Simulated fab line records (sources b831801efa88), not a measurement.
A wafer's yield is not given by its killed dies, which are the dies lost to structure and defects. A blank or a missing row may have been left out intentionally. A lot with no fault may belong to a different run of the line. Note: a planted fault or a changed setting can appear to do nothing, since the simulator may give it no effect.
fab line records	flow gf180mcu
record: lots: 24	wafers: 72	lastDay: 35
route steps=602 shown V2@396 V3@443 MIM@505 V5@563 PASSIVATION@601
lots that met no fault: from a run of the same line without faults
startH: hours from the record's first day to the start of the lot's first wafer shown	waitH: hours since the lot's step before	" the same as in the row above	L1.1+2: one row covering several wafers at once	- value missing, or start not given	* or withheld: withheld	< > ~ a bound
route shown NAME@n: NAME is a module with steps in the file, n the number in the route of the first one	usual: average and standard deviation across the fault-free wafers	same: alike in all rows	chamber/n: place in a boat	sites: readings site by site	_std_site: their standard deviation	_edge_site: mean of outer sites minus mean of inner sites	radiusMm: how far each site lies from the wafer's centre	mask NAME#n: copy n	behind: the tool/chamber that last shaped the wafer	hold: cause of the lot's hold/its duration in hours/its outcome	device: the n, p or np transistor that did not switch	end of line: tests of these same wafers at the route's end	step lacking rows: just its recipe	killed: count of dies lost to structure and defects at first sort (not the wafer's yield)	map: per-die view of a wafer (x killed, . not killed, _ where there is no die)
set.NAME: the setting the step ran with; set.NAME@STEP: the setting that earlier step ran with	model.NAME: the simulator's own value behind a step, which no gauge read
a sample of lots followed through the steps of the route, with each step as a table and each wafer as a row
services: a tool's chamber out of use, with start hour (startH, from the record's first day; less than 0 if before it), hours out, and reason
== steps ==
step: GF_V2_CD_MEAS_14
recipe: targetCdNm: 260
usual: cdNm: 260.1/1.2
lot.wafer	tool	chamber	startH	waitH	cdNm
L074.1	cdSem-02	-	473.70	0.2	260.3
L074.4	"	-	"	"	260.1
L074.5	"	-	"	"	260.3
L075.2	cdSem-02	-	479.55	0.1	261.2
L075.4	"	-	"	"	260.3
L075.5	"	-	"	"	261.1
L076.1	cdSem-02	-	486.14	0.1	259.5
L076.3	"	-	"	"	261.2
L076.4	"	-	"	"	260.4
L077.1	cdSem-02	-	504.53	0.1	260.2
L077.3	"	-	"	"	259.8
L077.6	"	-	"	"	259.7
L078.1	cdSem-01	-	516.18	0.1	260.5
L078.2	"	-	"	"	261.2
L078.5	"	-	"	"	260.6
L079.1	cdSem-01	-	527.58	0.1	258.5
L079.2	"	-	"	"	258.3
L079.6	"	-	"	"	257.7
L080.3	cdSem-01	-	535.64	0.1	260.3
L080.4	"	-	"	"	260.1
L080.6	"	-	"	"	260.5
L081.2	cdSem-01	-	547.35	0.1	258.5
L081.3	"	-	"	"	258.5
L081.4	"	-	"	"	257.2
L082.1	cdSem-02	-	547.49	0.1	259.3
L082.4	"	-	"	"	259.3
L082.5	"	-	"	"	259.0
L083.3	cdSem-02	-	553.44	0.1	261.5
L083.4	"	-	"	"	261.5
L083.6	"	-	"	"	261.1
L084.2	cdSem-01	-	577.65	0.1	259.6
L084.3	"	-	"	"	259.9
L084.5	"	-	"	"	259.9
L085.1	cdSem-02	-	577.98	0.1	262.1
L085.3	"	-	"	"	261.6
L085.4	"	-	"	"	262.9
L086.1	cdSem-02	-	582.09	0.1	259.4
L086.3	"	-	"	"	259.4
L086.5	"	-	"	"	258.9
L087.2	cdSem-01	-	587.27	0.1	259.5
L087.3	"	-	"	"	257.5
L087.5	"	-	"	"	257.5
L088.2	cdSem-01	-	599.07	0.1	259.3
L088.3	"	-	"	"	260.6
L088.5	"	-	"	"	260.0
L089.1	cdSem-01	-	604.69	0.1	261.1
L089.4	"	-	"	"	261.7
L089.6	"	-	"	"	261.5
L090.3	cdSem-01	-	622.37	0.1	261.0
L090.4	"	-	"	"	261.9
L090.6	"	-	"	"	260.2
L091.2	cdSem-02	-	623.05	0.1	262.7
L091.3	"	-	"	"	261.2
L091.5	"	-	"	"	262.1
L092.2	cdSem-01	-	625.70	0.1	258.1
L092.3	"	-	"	"	259.3
L092.6	"	-	"	"	259.4
L093.1	cdSem-01	-	631.15	0.1	260.9
L093.4	"	-	"	"	259.6
L093.5	"	-	"	"	261.2
L094.3	cdSem-02	-	642.63	0.1	260.4
L094.4	"	-	"	"	261.5
L094.6	"	-	"	"	261.5
L095.2	cdSem-02	-	648.05	0.1	260.3
L095.3	"	-	"	"	262.9
L095.6	"	-	"	"	261.0
L096.1	cdSem-02	-	667.14	0.1	260.0
L096.2	"	-	"	"	260.2
L096.3	"	-	"	"	259.3
L097.2	cdSem-02	-	668.47	0.1	258.4
L097.4	"	-	"	"	258.7
L097.5	"	-	"	"	258.6
step: GF_V3_CD_MEAS_14
recipe: targetCdNm: 260
usual: cdNm: 260.0/1.2
lot.wafer	tool	chamber	startH	waitH	cdNm
L074.1	cdSem-01	-	523.63	0.1	258.1
L074.4	"	-	"	"	258.8
L074.5	"	-	"	"	259.5
L075.2	cdSem-02	-	530.46	0.1	260.8
L075.4	"	-	"	"	257.1
L075.5	"	-	"	"	259.9
L076.1	cdSem-02	-	536.99	0.1	260.3
L076.3	"	-	"	"	261.5
L076.4	"	-	"	"	261.1
L077.1	cdSem-01	-	553.99	0.1	261.0
L077.3	"	-	"	"	261.5
L077.6	"	-	"	"	261.7
L078.1	cdSem-02	-	576.86	0.1	260.0
L078.2	"	-	"	"	260.1
L078.5	"	-	"	"	259.9
L079.1	cdSem-01	-	578.33	0.1	260.6
L079.2	"	-	"	"	260.9
L079.6	"	-	"	"	259.3
L080.3	cdSem-02	-	582.72	0.1	261.1
L080.4	"	-	"	"	259.8
L080.6	"	-	"	"	259.6
L081.2	cdSem-02	-	594.16	0.1	258.8
L081.3	"	-	"	"	259.5
L081.4	"	-	"	"	258.4
L082.1	cdSem-02	-	597.48	0.1	260.4
L082.4	"	-	"	"	260.0
L082.5	"	-	"	"	260.3
L083.3	cdSem-02	-	599.37	0.1	258.3
L083.4	"	-	"	"	258.3
L083.6	"	-	"	"	259.7
L084.2	cdSem-01	-	623.81	0.1	259.6
L084.3	"	-	"	"	260.1
L084.5	"	-	"	"	259.7
L085.1	cdSem-02	-	624.16	0.1	260.3
L085.3	"	-	"	"	261.0
L085.4	"	-	"	"	261.2
L086.1	cdSem-02	-	630.33	0.1	258.8
L086.3	"	-	"	"	260.4
L086.5	"	-	"	"	259.1
L087.2	cdSem-01	-	632.65	0.1	258.4
L087.3	"	-	"	"	259.9
L087.5	"	-	"	"	259.6
L088.2	cdSem-02	-	643.35	0.1	261.9
L088.3	"	-	"	"	262.0
L088.5	"	-	"	"	261.2
L089.1	cdSem-02	-	649.81	0.1	261.6
L089.4	"	-	"	"	261.0
L089.6	"	-	"	"	262.7
L090.3	cdSem-01	-	665.40	0.1	261.8
L090.4	"	-	"	"	261.5
L090.6	"	-	"	"	260.3
L091.2	cdSem-02	-	667.38	0.1	261.5
L091.3	"	-	"	"	262.7
L091.5	"	-	"	"	260.2
L092.2	cdSem-02	-	669.68	0.1	259.1
L092.3	"	-	"	"	260.2
L092.6	"	-	"	"	260.5
L093.1	cdSem-02	-	674.68	0.1	258.3
L093.4	"	-	"	"	258.7
L093.5	"	-	"	"	258.4
L094.3	cdSem-02	-	685.33	0.1	259.8
L094.4	"	-	"	"	259.8
L094.6	"	-	"	"	257.9
L095.2	cdSem-01	-	690.48	0.1	259.7
L095.3	"	-	"	"	258.8
L095.6	"	-	"	"	257.6
L096.1	cdSem-01	-	707.61	0.1	261.4
L096.2	"	-	"	"	262.1
L096.3	"	-	"	"	261.5
L097.2	cdSem-02	-	709.95	0.1	259.3
L097.4	"	-	"	"	259.6
L097.5	"	-	"	"	261.2
step: GF_V3_ETCH_17
recipe: chemistry: C4F8/O2/Ar	maskMaterial: KrF	target: SiO2	stopOn: TiN	sourceW: 1500	biasW: 1200	pressureMtorr: 40	c4f8FlowSccm: withheld	O2_flow_sccm: 6	Ar_flow_sccm: 300	timeS: withheld	targetDepthA: 6350
usual: oesProductAu: 0.856/0.0047
lot.wafer	tool	chamber	startH	waitH	oesProductAu
L074.1	rieDiel-01	3	-	-	0.857
L074.4	"	0	"	"	0.858
L074.5	"	2	"	"	0.849
L075.2	rieDiel-03	2	-	-	0.863
L075.4	"	2	"	"	0.853
L075.5	"	3	"	"	0.855
L076.1	rieDiel-01	1	-	-	0.849
L076.3	"	0	"	"	0.858
L076.4	"	0	"	"	0.855
L077.1	rieDiel-01	3	-	-	0.848
L077.3	"	1	"	"	0.853
L077.6	"	1	"	"	0.852
L078.1	rieDiel-01	3	-	-	0.847
L078.2	"	0	"	"	0.858
L078.5	"	0	"	"	0.859
L079.1	rieDiel-01	2	-	-	0.856
L079.2	"	1	"	"	0.849
L079.6	"	2	"	"	0.851
L080.3	rieDiel-01	0	-	-	0.856
L080.4	"	3	"	"	0.856
L080.6	"	0	"	"	0.864
L081.2	rieDiel-04	2	-	-	0.854
L081.3	"	0	"	"	0.851
L081.4	"	3	"	"	0.850
L082.1	rieDiel-01	3	-	-	0.859
L082.4	"	0	"	"	0.859
L082.5	"	2	"	"	0.863
L083.3	rieDiel-04	2	-	-	0.858
L083.4	"	3	"	"	0.858
L083.6	"	2	"	"	0.860
L084.2	rieDiel-03	2	-	-	0.866
L084.3	"	3	"	"	0.864
L084.5	"	3	"	"	0.863
L085.1	rieDiel-01	2	-	-	0.857
L085.3	"	0	"	"	0.853
L085.4	"	1	"	"	0.847
L086.1	rieDiel-03	1	-	-	0.860
L086.3	"	2	"	"	0.854
L086.5	"	1	"	"	0.855
L087.2	rieDiel-04	0	-	-	0.856
L087.3	"	2	"	"	0.851
L087.5	"	2	"	"	0.850
L088.2	rieDiel-04	2	-	-	0.856
L088.3	"	0	"	"	0.861
L088.5	"	1	"	"	0.854
L089.1	rieDiel-03	3	-	-	0.855
L089.4	"	0	"	"	0.861
L089.6	"	2	"	"	0.858
L090.3	rieDiel-01	2	-	-	0.858
L090.4	"	0	"	"	0.859
L090.6	"	1	"	"	0.850
L091.2	rieDiel-03	0	-	-	0.858
L091.3	"	1	"	"	0.862
L091.5	"	1	"	"	0.854
L092.2	rieDiel-04	2	-	-	0.860
L092.3	"	1	"	"	0.850
L092.6	"	0	"	"	0.854
L093.1	rieDiel-03	0	-	-	0.850
L093.4	"	3	"	"	0.848
L093.5	"	1	"	"	0.857
L094.3	rieDiel-04	1	-	-	0.851
L094.4	"	3	"	"	0.856
L094.6	"	3	"	"	0.856
L095.2	rieDiel-04	2	-	-	0.856
L095.3	"	1	"	"	0.854
L095.6	"	1	"	"	0.861
L096.1	rieDiel-03	0	-	-	0.866
L096.2	"	2	"	"	0.844
L096.3	"	3	"	"	0.854
L097.2	rieDiel-03	3	-	-	0.858
L097.4	"	2	"	"	0.867
L097.5	"	3	"	"	0.862
step: GF_MIM_SPUTTER_02
recipe: material: AlCu	targetThkNm: 450	powerW: 10600	timeS: 23.9	chamberPressurePa: 0.4
usual: throttleValvePct: 30.0/1.4
same: timeS: 23.9
lot.wafer	tool	chamber	startH	waitH	throttleValvePct
L074.1	pvdSputter-04	-	580.35	0.0	32.6
L074.4	"	-	"	"	30.8
L074.5	"	-	"	"	32.4
L075.2	pvdSputter-04	-	582.15	0.0	32.3
L075.4	"	-	"	"	31.1
L075.5	"	-	"	"	30.8
L076.1	pvdSputter-02	-	585.19	0.0	29.0
L076.3	"	-	"	"	30.0
L076.4	"	-	"	"	30.8
L077.1	pvdSputter-02	-	604.03	0.0	30.8
L077.3	"	-	"	"	29.3
L077.6	"	-	"	"	30.7
L078.1	pvdSputter-04	-	624.32	0.0	28.4
L078.2	"	-	"	"	32.4
L078.5	"	-	"	"	31.2
L079.1	pvdSputter-01	-	626.45	0.0	28.2
L079.2	"	-	"	"	30.0
L079.6	"	-	"	"	27.5
L080.3	pvdSputter-02	-	630.12	0.0	28.8
L080.4	"	-	"	"	29.8
L080.6	"	-	"	"	28.7
L081.2	pvdSputter-04	-	640.17	0.0	31.2
L081.3	"	-	"	"	32.1
L081.4	"	-	"	"	31.2
L082.1	pvdSputter-02	-	644.02	0.0	29.4
L082.4	"	-	"	"	29.7
L082.5	"	-	"	"	29.6
L083.3	pvdSputter-02	-	645.64	0.0	28.9
L083.4	"	-	"	"	29.2
L083.6	"	-	"	"	30.7
L084.2	pvdSputter-04	-	669.13	0.0	31.0
L084.3	"	-	"	"	28.6
L084.5	"	-	"	"	31.1
L085.1	pvdSputter-04	-	669.65	0.0	28.5
L085.3	"	-	"	"	30.9
L085.4	"	-	"	"	30.8
L086.1	pvdSputter-02	-	676.01	0.0	29.1
L086.3	"	-	"	"	29.7
L086.5	"	-	"	"	29.6
L087.2	pvdSputter-04	-	677.06	0.0	31.0
L087.3	"	-	"	"	31.2
L087.5	"	-	"	"	30.8
L088.2	pvdSputter-02	-	686.82	0.0	29.9
L088.3	"	-	"	"	29.1
L088.5	"	-	"	"	29.6
L089.1	pvdSputter-01	-	694.17	0.0	29.8
L089.4	"	-	"	"	31.4
L089.6	"	-	"	"	28.3
L090.3	pvdSputter-01	-	709.32	0.0	29.5
L090.4	"	-	"	"	31.6
L090.6	"	-	"	"	31.5
L091.2	pvdSputter-01	-	711.12	0.0	30.0
L091.3	"	-	"	"	27.8
L091.5	"	-	"	"	31.6
L092.2	pvdSputter-01	-	713.84	0.0	28.0
L092.3	"	-	"	"	31.6
L092.6	"	-	"	"	27.9
L093.1	pvdSputter-01	-	717.99	0.0	29.8
L093.4	"	-	"	"	27.7
L093.5	"	-	"	"	27.6
L094.3	pvdSputter-04	-	726.39	0.0	31.2
L094.4	"	-	"	"	32.4
L094.6	"	-	"	"	30.7
L095.2	pvdSputter-04	-	732.91	0.0	28.3
L095.3	"	-	"	"	32.6
L095.6	"	-	"	"	32.3
L096.1	pvdSputter-04	-	748.19	0.0	28.1
L096.2	"	-	"	"	32.2
L096.3	"	-	"	"	31.0
L097.2	pvdSputter-01	-	750.70	0.0	29.8
L097.4	"	-	"	"	31.4
L097.5	"	-	"	"	29.9
step: GF_V5_CVD_23
recipe: material: W	targetThkNm: 350	timeS: 104.9	tempC: 400	pressureTorr: 40
usual: heaterPowerW: 873/100
same: timeS: 104.9
lot.wafer	tool	chamber	startH	waitH	heaterPowerW
L074.1	cvdW-02	1	645.35	0.0	719
L074.4	"	0	"	"	836
L074.5	"	1	"	"	716
L075.2	cvdW-02	0	648.20	0.0	859
L075.4	"	0	"	"	840
L075.5	"	1	"	"	711
L076.1	cvdW-01	1	652.44	0.0	988
L076.3	"	1	"	"	985
L076.4	"	0	"	"	938
L077.1	cvdW-01	1	670.33	0.0	960
L077.3	"	1	"	"	995
L077.6	"	0	"	"	965
L078.1	cvdW-02	0	685.41	0.0	856
L078.2	"	1	"	"	723
L078.5	"	0	"	"	851
L079.1	cvdW-02	0	688.90	0.0	840
L079.2	"	1	"	"	725
L079.6	"	1	"	"	738
L080.3	cvdW-02	1	693.17	0.1	713
L080.4	"	0	"	"	814
L080.6	"	0	"	"	856
L081.2	cvdW-01	1	701.54	0.0	986
L081.3	"	1	"	"	978
L081.4	"	0	"	"	925
L082.1	cvdW-01	1	704.81	0.0	987
L082.4	"	1	"	"	965
L082.5	"	1	"	"	990
L083.3	cvdW-02	0	706.46	0.1	854
L083.4	"	1	"	"	724
L083.6	"	1	"	"	731
L084.2	cvdW-01	1	729.04	0.0	990
L084.3	"	0	"	"	944
L084.5	"	1	"	"	975
L085.1	cvdW-02	1	730.01	0.0	712
L085.3	"	0	"	"	861
L085.4	"	1	"	"	740
L086.1	cvdW-01	1	736.06	0.0	984
L086.3	"	1	"	"	982
L086.5	"	1	"	"	1009
L087.2	cvdW-02	0	736.48	0.0	846
L087.3	"	0	"	"	836
L087.5	"	0	"	"	844
L088.2	cvdW-02	0	743.84	0.0	850
L088.3	"	0	"	"	869
L088.5	"	0	"	"	831
L089.1	cvdW-02	1	751.66	0.0	722
L089.4	"	0	"	"	865
L089.6	"	0	"	"	842
L090.3	cvdW-02	0	763.90	0.1	821
L090.4	"	1	"	"	718
L090.6	"	0	"	"	823
L091.2	cvdW-02	1	767.33	0.0	724
L091.3	"	0	"	"	833
L091.5	"	0	"	"	847
L092.2	cvdW-01	1	769.39	0.0	982
L092.3	"	0	"	"	955
L092.6	"	0	"	"	922
L093.1	cvdW-01	0	773.58	0.0	962
L093.4	"	0	"	"	940
L093.5	"	1	"	"	993
L094.3	cvdW-01	1	780.84	0.1	989
L094.4	"	0	"	"	954
L094.6	"	0	"	"	944
L095.2	cvdW-01	0	787.43	0.0	938
L095.3	"	0	"	"	926
L095.6	"	1	"	"	965
L096.1	cvdW-01	0	800.55	0.0	930
L096.2	"	1	"	"	1005
L096.3	"	1	"	"	988
L097.2	cvdW-01	0	801.31	0.0	909
L097.4	"	1	"	"	990
L097.5	"	1	"	"	1002
step: GF_PASSIVATION_BOW_MEAS_14
recipe: mode: bow
usual: PASSIVATION_BOW: 140/12
lot.wafer	tool	chamber	startH	waitH	PASSIVATION_BOW[um]
L074.1	filmMetro-01	-	688.23	0.0	159
L074.4	"	-	"	"	145
L074.5	"	-	"	"	152
L075.2	filmMetro-03	-	691.37	0.0	141
L075.4	"	-	"	"	142
L075.5	"	-	"	"	128
L076.1	filmMetro-03	-	695.43	0.0	130
L076.3	"	-	"	"	114
L076.4	"	-	"	"	130
L077.1	filmMetro-02	-	711.85	0.0	157
L077.3	"	-	"	"	154
L077.6	"	-	"	"	157
L078.1	filmMetro-01	-	725.34	0.0	137
L078.2	"	-	"	"	138
L078.5	"	-	"	"	146
L079.1	filmMetro-01	-	729.44	0.0	131
L079.2	"	-	"	"	127
L079.6	"	-	"	"	130
L080.3	filmMetro-03	-	734.14	0.0	130
L080.4	"	-	"	"	120
L080.6	"	-	"	"	128
L081.2	filmMetro-02	-	741.90	0.0	122
L081.3	"	-	"	"	116
L081.4	"	-	"	"	111
L082.1	filmMetro-03	-	744.19	0.0	139
L082.4	"	-	"	"	136
L082.5	"	-	"	"	132
L083.3	filmMetro-01	-	745.52	0.0	125
L083.4	"	-	"	"	116
L083.6	"	-	"	"	120
L084.2	filmMetro-02	-	767.11	0.0	151
L084.3	"	-	"	"	130
L084.5	"	-	"	"	146
L085.1	filmMetro-02	-	768.59	0.0	138
L085.3	"	-	"	"	152
L085.4	"	-	"	"	153
L086.1	filmMetro-03	-	774.49	0.0	154
L086.3	"	-	"	"	156
L086.5	"	-	"	"	158
L087.2	filmMetro-02	-	774.70	0.0	126
L087.3	"	-	"	"	136
L087.5	"	-	"	"	136
L088.2	filmMetro-03	-	780.68	0.0	155
L088.3	"	-	"	"	155
L088.5	"	-	"	"	148
L089.1	filmMetro-01	-	788.43	0.0	148
L089.4	"	-	"	"	154
L089.6	"	-	"	"	155
L090.3	filmMetro-02	-	799.43	0.0	154
L090.4	"	-	"	"	150
L090.6	"	-	"	"	161
L091.2	filmMetro-01	-	801.65	0.0	150
L091.3	"	-	"	"	140
L091.5	"	-	"	"	152
L092.2	filmMetro-02	-	804.91	0.0	134
L092.3	"	-	"	"	134
L092.6	"	-	"	"	131
L093.1	filmMetro-03	-	809.19	0.0	154
L093.4	"	-	"	"	162
L093.5	"	-	"	"	158
L094.3	filmMetro-03	-	815.12	0.0	143
L094.4	"	-	"	"	147
L094.6	"	-	"	"	141
L095.2	filmMetro-03	-	822.06	0.0	143
L095.3	"	-	"	"	133
L095.6	"	-	"	"	134
L096.1	filmMetro-01	-	832.23	0.0	145
L096.2	"	-	"	"	131
L096.3	"	-	"	"	136
L097.2	filmMetro-03	-	834.10	0.0	129
L097.4	"	-	"	"	136
L097.5	"	-	"	"	133
== services ==
tool	chamber	startH	hours	kind
rieDiel-03	0	520.57	5.9	repair
pvdSputter-01	-	523.20	2.3	repair
rieDiel-01	2	536.32	2.6	repair
cvdW-01	1	544.27	9.4	repair
rieDiel-01	0	546.71	5.3	repair
cvdW-01	-	565.14	0.6	repair
pvdSputter-01	-	578.48	1.2	repair
rieDiel-04	2	582.72	6.4	repair
rieDiel-01	1	596.94	4.0	repair
rieDiel-01	-	600.41	0.4	repair
pvdSputter-04	-	605.96	5.5	repair
rieDiel-01	1	610.06	2.7	repair
rieDiel-01	3	626.89	2.0	repair
cvdW-01	-	634.14	2.5	repair
rieDiel-04	3	639.38	2.4	repair
cvdW-01	-	643.07	6.0	pm
cvdW-01	-	706.33	2.8	pm
rieDiel-01	-	711.19	0.5	repair
rieDiel-03	3	720.02	7.3	repair
rieDiel-01	2	747.35	8.4	repair
rieDiel-03	-	750.66	2.8	pm
pvdSputter-04	-	754.77	0.5	repair
cvdW-02	-	770.69	28.1	pm
rieDiel-01	0	776.12	25.9	repair
== key ==
fault none
